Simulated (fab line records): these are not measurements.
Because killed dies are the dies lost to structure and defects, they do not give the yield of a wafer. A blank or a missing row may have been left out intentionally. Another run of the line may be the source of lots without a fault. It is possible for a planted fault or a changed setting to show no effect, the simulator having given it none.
Split-lot experiment :: flow sfq_line :: 23 wafers read from 5 lots, route of 325 steps

== THE SPLIT ITSELF ==
At SFQ_TRILAYER_I4_VIA_LITHO_COAT_103 (resist thk 650 nm), the setting resist_thk_nm was moved away from the recipe's 650 nm on 8 of the 23 wafers read, by -4.2% to +3.7%. All remaining wafers had this setting at the recipe value.

== FROM THE SPLIT TO THE READING: what the file shows between them, 3 steps ==
- SFQ_TRILAYER_I4_VIA_LITHO_SOFTBAKE_107
- SFQ_TRILAYER_I4_VIA_LITHO_EXPOSE_104: exposes mask I4, target cd 700 nm
- SFQ_TRILAYER_I4_VIA_LITHO_DEVELOP_105: time 60 s

== THE READING ==
KrF_of_TRILAYER_I4_VIA_LITHO_COAT_103.thk_nm (the simulator's own value, which no gauge read), in nm, at SFQ_TRILAYER_I4_VIA_BARC_OPEN_VIA_ETCH_146 (etches BARC in O2, target depth 125 nm, time 41.7 s). There is no usual value for it anywhere in the file. The 15 wafers here that ran the recipe average 573.1 nm, standard deviation 2.1 nm.

wafer: L074.1
tool, chamber at the split: litho_track-03, 0
resist_thk_nm as run, nm: 668.4
against the recipe: +2.8%
KrF_of_TRILAYER_I4_VIA_LITHO_COAT_103.thk_nm, nm: 595.2
against lot-mates on the recipe: +18.0

wafer: L074.3
tool, chamber at the split: litho_track-03, 0
resist_thk_nm as run, nm: 650
against the recipe: recipe
KrF_of_TRILAYER_I4_VIA_LITHO_COAT_103.thk_nm, nm: 577.5
against lot-mates on the recipe: -

wafer: L074.4
tool, chamber at the split: litho_track-03, 0
resist_thk_nm as run, nm: 650
against the recipe: recipe
KrF_of_TRILAYER_I4_VIA_LITHO_COAT_103.thk_nm, nm: 576.9
against lot-mates on the recipe: -

wafer: L074.5
tool, chamber at the split: litho_track-03, 0
resist_thk_nm as run, nm: 668.4
against the recipe: +2.8%
KrF_of_TRILAYER_I4_VIA_LITHO_COAT_103.thk_nm, nm: 594.5
against lot-mates on the recipe: +17.3

wafer: L074.6
tool, chamber at the split: litho_track-03, 0
resist_thk_nm as run, nm: 668.4
against the recipe: +2.8%
KrF_of_TRILAYER_I4_VIA_LITHO_COAT_103.thk_nm, nm: 596.5
against lot-mates on the recipe: +19.3

wafer: L076.1
tool, chamber at the split: litho_track-03, 0
resist_thk_nm as run, nm: 622.4
against the recipe: -4.2%
KrF_of_TRILAYER_I4_VIA_LITHO_COAT_103.thk_nm, nm: 544.4
against lot-mates on the recipe: -27.1

wafer: L076.3
tool, chamber at the split: litho_track-03, 0
resist_thk_nm as run, nm: 622.4
against the recipe: -4.2%
KrF_of_TRILAYER_I4_VIA_LITHO_COAT_103.thk_nm, nm: 544.4
against lot-mates on the recipe: -27.1

wafer: L076.4
tool, chamber at the split: litho_track-03, 0
resist_thk_nm as run, nm: 650
against the recipe: recipe
KrF_of_TRILAYER_I4_VIA_LITHO_COAT_103.thk_nm, nm: 571.9
against lot-mates on the recipe: -

wafer: L076.5
tool, chamber at the split: litho_track-03, 0
resist_thk_nm as run, nm: 650
against the recipe: recipe
KrF_of_TRILAYER_I4_VIA_LITHO_COAT_103.thk_nm, nm: 571
against lot-mates on the recipe: -

wafer: L076.6
tool, chamber at the split: litho_track-03, 0
resist_thk_nm as run, nm: 622.4
against the recipe: -4.2%
KrF_of_TRILAYER_I4_VIA_LITHO_COAT_103.thk_nm, nm: 543.9
against lot-mates on the recipe: -27.6

wafer: L077.2
tool, chamber at the split: litho_track-03, 0
resist_thk_nm as run, nm: 674.3
against the recipe: +3.7%
KrF_of_TRILAYER_I4_VIA_LITHO_COAT_103.thk_nm, nm: 596.5
against lot-mates on the recipe: +25.5

wafer: L077.3
tool, chamber at the split: litho_track-03, 0
resist_thk_nm as run, nm: 650
against the recipe: recipe
KrF_of_TRILAYER_I4_VIA_LITHO_COAT_103.thk_nm, nm: 570.9
against lot-mates on the recipe: -

wafer: L077.4
tool, chamber at the split: litho_track-03, 0
resist_thk_nm as run, nm: 650
against the recipe: recipe
KrF_of_TRILAYER_I4_VIA_LITHO_COAT_103.thk_nm, nm: 569.9
against lot-mates on the recipe: -

wafer: L077.5
tool, chamber at the split: litho_track-03, 0
resist_thk_nm as run, nm: 674.3
against the recipe: +3.7%
KrF_of_TRILAYER_I4_VIA_LITHO_COAT_103.thk_nm, nm: 594
against lot-mates on the recipe: +23.0

wafer: L077.6
tool, chamber at the split: litho_track-03, 0
resist_thk_nm as run, nm: 650
against the recipe: recipe
KrF_of_TRILAYER_I4_VIA_LITHO_COAT_103.thk_nm, nm: 572.3
against lot-mates on the recipe: -

wafer: L083.1
tool, chamber at the split: litho_track-03, 0
resist_thk_nm as run, nm: 650
against the recipe: recipe
KrF_of_TRILAYER_I4_VIA_LITHO_COAT_103.thk_nm, nm: 572.6
against lot-mates on the recipe: -

wafer: L083.2
tool, chamber at the split: litho_track-03, 0
resist_thk_nm as run, nm: 650
against the recipe: recipe
KrF_of_TRILAYER_I4_VIA_LITHO_COAT_103.thk_nm, nm: 573
against lot-mates on the recipe: -

wafer: L083.3
tool, chamber at the split: litho_track-03, 0
resist_thk_nm as run, nm: 650
against the recipe: recipe
KrF_of_TRILAYER_I4_VIA_LITHO_COAT_103.thk_nm, nm: 573
against lot-mates on the recipe: -

wafer: L083.4
tool, chamber at the split: litho_track-03, 0
resist_thk_nm as run, nm: 650
against the recipe: recipe
KrF_of_TRILAYER_I4_VIA_LITHO_COAT_103.thk_nm, nm: 573.7
against lot-mates on the recipe: -

wafer: L083.5
tool, chamber at the split: litho_track-03, 0
resist_thk_nm as run, nm: 650
against the recipe: recipe
KrF_of_TRILAYER_I4_VIA_LITHO_COAT_103.thk_nm, nm: 571.2
against lot-mates on the recipe: -

wafer: L085.2
tool, chamber at the split: litho_track-03, 0
resist_thk_nm as run, nm: 650
against the recipe: recipe
KrF_of_TRILAYER_I4_VIA_LITHO_COAT_103.thk_nm, nm: 573.9
against lot-mates on the recipe: -

wafer: L085.4
tool, chamber at the split: litho_track-03, 0
resist_thk_nm as run, nm: 650
against the recipe: recipe
KrF_of_TRILAYER_I4_VIA_LITHO_COAT_103.thk_nm, nm: 573.5
against lot-mates on the recipe: -

wafer: L085.5
tool, chamber at the split: litho_track-03, 0
resist_thk_nm as run, nm: 650
against the recipe: recipe
KrF_of_TRILAYER_I4_VIA_LITHO_COAT_103.thk_nm, nm: 574.9
against lot-mates on the recipe: -

FIT RESULTS
A straight line over all 23 wafers: KrF_of_TRILAYER_I4_VIA_LITHO_COAT_103.thk_nm changes by +6.81 nm for each +1% of resist_thk_nm; r = +0.99; the points scatter about the line by 2.4 nm.
The same after taking each lot's own level away (the mean of its wafers on the recipe; 23 wafers): +6.43 nm for each +1%; r = +1.00; scatter 0.8 nm.
On that fit, the largest move of resist_thk_nm shifts the reading by 27 nm.
Measured against the standard deviation above, the lots' own levels, which go from 571.03 to 577.20 nm, span 3.0 times it.
Hence the lot-to-lot level has little effect on the slope; both slopes agree.
Check: for one of the wafers moved furthest among these (-4.2%), held out of the fit, the line's prediction against its lot-mates is -27.3 nm. It came out at -27.1 nm against them.

== THE WHOLE CHAIN: every reading that the file lists as answering this split, in the file's order ==
step: SFQ_TRILAYER_I4_VIA_LITHO_COAT_103
what it does: resist thk 650 nm
reading: KrF_of_TRILAYER_I4_VIA_LITHO_COAT_103.thk_nm (the simulator's own value, which no gauge read)
change (the file's fit): +6.45 nm for each +1% of the setting
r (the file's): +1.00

step: SFQ_TRILAYER_I4_VIA_BARC_OPEN_VIA_ETCH_146
what it does: etches BARC in O2, target depth 125 nm, time 41.7 s
reading: KrF_of_TRILAYER_I4_VIA_LITHO_COAT_103.thk_nm (the simulator's own value, which no gauge read)
change (the file's fit): +6.44 nm for each +1% of the setting
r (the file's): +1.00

== FILE'S OWN FIT ==
KrF_of_TRILAYER_I4_VIA_LITHO_COAT_103.thk_nm changes by +6.44 nm for each +1% of resist_thk_nm, r = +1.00.
